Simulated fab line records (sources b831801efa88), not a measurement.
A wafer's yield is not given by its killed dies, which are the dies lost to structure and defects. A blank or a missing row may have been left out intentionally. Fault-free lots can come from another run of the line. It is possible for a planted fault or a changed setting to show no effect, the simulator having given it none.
Which of the tools did it? || flow sfq line || Sampling: 14 lots, 42 wafers, 2 of 325 route steps

== WHAT THE GAUGES READ, wafer by wafer ==
The record holds no reading of a measuring or inspecting step that can be judged against a usual standard deviation.

== WHAT TOOL EACH LOT RAN ON (gives the tool, then ch and the chambers of the sampled wafers, and finally the start) ==
{"lot": "L663", "SFQ_TRILAYER_JJ_CE_LITHO_EXPOSE_115": "krf scanner-02 ch 0, day 50 00:54", "SFQ_TRILAYER_JJ_CE_METRO_MEASURE_117": "cd sem-02, day 50 02:26"}
{"lot": "L666", "SFQ_TRILAYER_JJ_CE_LITHO_EXPOSE_115": "krf scanner-01 ch 0, day 51 08:21", "SFQ_TRILAYER_JJ_CE_METRO_MEASURE_117": "cd sem-02, day 51 09:53"}
{"lot": "L667", "SFQ_TRILAYER_JJ_CE_LITHO_EXPOSE_115": "krf scanner-01 ch 0, day 51 12:57", "SFQ_TRILAYER_JJ_CE_METRO_MEASURE_117": "cd sem-01, day 51 14:29"}
{"lot": "L668", "SFQ_TRILAYER_JJ_CE_LITHO_EXPOSE_115": "krf scanner-01 ch 0, day 51 16:33", "SFQ_TRILAYER_JJ_CE_METRO_MEASURE_117": "cd sem-02, day 51 18:05"}
{"lot": "L670", "SFQ_TRILAYER_JJ_CE_LITHO_EXPOSE_115": "krf scanner-01 ch 0, day 52 17:45", "SFQ_TRILAYER_JJ_CE_METRO_MEASURE_117": "cd sem-02, day 52 19:17"}
{"lot": "L671", "SFQ_TRILAYER_JJ_CE_LITHO_EXPOSE_115": "krf scanner-01 ch 0, day 52 23:57", "SFQ_TRILAYER_JJ_CE_METRO_MEASURE_117": "cd sem-01, day 53 01:29"}
{"lot": "L672", "SFQ_TRILAYER_JJ_CE_LITHO_EXPOSE_115": "krf scanner-01 ch 0, day 53 03:31", "SFQ_TRILAYER_JJ_CE_METRO_MEASURE_117": "cd sem-02, day 53 05:04"}
{"lot": "L673", "SFQ_TRILAYER_JJ_CE_LITHO_EXPOSE_115": "krf scanner-02 ch 0, day 60 00:41", "SFQ_TRILAYER_JJ_CE_METRO_MEASURE_117": "cd sem-01, day 60 02:13"}
{"lot": "L678", "SFQ_TRILAYER_JJ_CE_LITHO_EXPOSE_115": "krf scanner-01 ch 0, day 61 06:13", "SFQ_TRILAYER_JJ_CE_METRO_MEASURE_117": "cd sem-02, day 61 07:44"}
{"lot": "L681", "SFQ_TRILAYER_JJ_CE_LITHO_EXPOSE_115": "krf scanner-01 ch 0, day 62 05:03", "SFQ_TRILAYER_JJ_CE_METRO_MEASURE_117": "cd sem-01, day 62 06:35"}
{"lot": "L682", "SFQ_TRILAYER_JJ_CE_LITHO_EXPOSE_115": "krf scanner-01 ch 0, day 62 12:27", "SFQ_TRILAYER_JJ_CE_METRO_MEASURE_117": "cd sem-02, day 62 13:59"}
{"lot": "L684", "SFQ_TRILAYER_JJ_CE_LITHO_EXPOSE_115": "krf scanner-02 ch 0, day 63 14:58", "SFQ_TRILAYER_JJ_CE_METRO_MEASURE_117": "cd sem-02, day 63 16:31"}
{"lot": "L685", "SFQ_TRILAYER_JJ_CE_LITHO_EXPOSE_115": "krf scanner-02 ch 0, day 63 21:58", "SFQ_TRILAYER_JJ_CE_METRO_MEASURE_117": "cd sem-01, day 63 23:31"}
{"lot": "L686", "SFQ_TRILAYER_JJ_CE_LITHO_EXPOSE_115": "krf scanner-02 ch 0, day 64 11:10", "SFQ_TRILAYER_JJ_CE_METRO_MEASURE_117": "cd sem-02, day 64 12:43"}
- SFQ_TRILAYER_JJ_CE_LITHO_EXPOSE_115: exposes mask J5, target cd 700 nm.
- SFQ_TRILAYER_JJ_CE_METRO_MEASURE_117

== AS READ BY THE TOOLS THEMSELVES (means over the sampled wafers that have a number; for cases with no such wafer, the mark the record gives instead) ==
SFQ_TRILAYER_JJ_CE_METRO_MEASURE_117. Usual: 699.8 nm for cd nm, sd 1.2.
{"lot": "L663", "tool": "cd sem-02", "cd nm (nm)": 700.5, "flag": ""}
{"lot": "L666", "tool": "cd sem-02", "cd nm (nm)": 700.6, "flag": ""}
{"lot": "L667", "tool": "cd sem-01", "cd nm (nm)": 699.9, "flag": ""}
{"lot": "L668", "tool": "cd sem-02", "cd nm (nm)": 699.4, "flag": ""}
{"lot": "L670", "tool": "cd sem-02", "cd nm (nm)": 700.1, "flag": ""}
{"lot": "L671", "tool": "cd sem-01", "cd nm (nm)": 698.6, "flag": ""}
{"lot": "L672", "tool": "cd sem-02", "cd nm (nm)": 698.1, "flag": ""}
{"lot": "L673", "tool": "cd sem-01", "cd nm (nm)": 699.4, "flag": ""}
{"lot": "L678", "tool": "cd sem-02", "cd nm (nm)": 701.2, "flag": ""}
{"lot": "L681", "tool": "cd sem-01", "cd nm (nm)": 696.9, "flag": ""}
{"lot": "L682", "tool": "cd sem-02", "cd nm (nm)": 698.0, "flag": ""}
{"lot": "L684", "tool": "cd sem-02", "cd nm (nm)": 700.6, "flag": ""}
{"lot": "L685", "tool": "cd sem-01", "cd nm (nm)": 700.0, "flag": ""}
{"lot": "L686", "tool": "cd sem-02", "cd nm (nm)": 699.5, "flag": ""}

== THE ANSWER, worked out from the rows above alone ==
Rule: lot off if the mean of its wafers having a number is beyond 3 standard deviations from the usual mean. Also off: a lot with no number at a reading for which 4 or more lots have one. Any other lot the step has rows for is counted as sound. Order of review: gauges by route order, followed by the tools' own readings, for which a lot's mean as printed above is used. At the first step where some lot is off, the reading lying furthest off is the one used; lots without a number count as furthest.
No lot is off at any reading shown: from this, nothing can be told.

== WHAT THE SIMULATOR HAD INSERTED ==
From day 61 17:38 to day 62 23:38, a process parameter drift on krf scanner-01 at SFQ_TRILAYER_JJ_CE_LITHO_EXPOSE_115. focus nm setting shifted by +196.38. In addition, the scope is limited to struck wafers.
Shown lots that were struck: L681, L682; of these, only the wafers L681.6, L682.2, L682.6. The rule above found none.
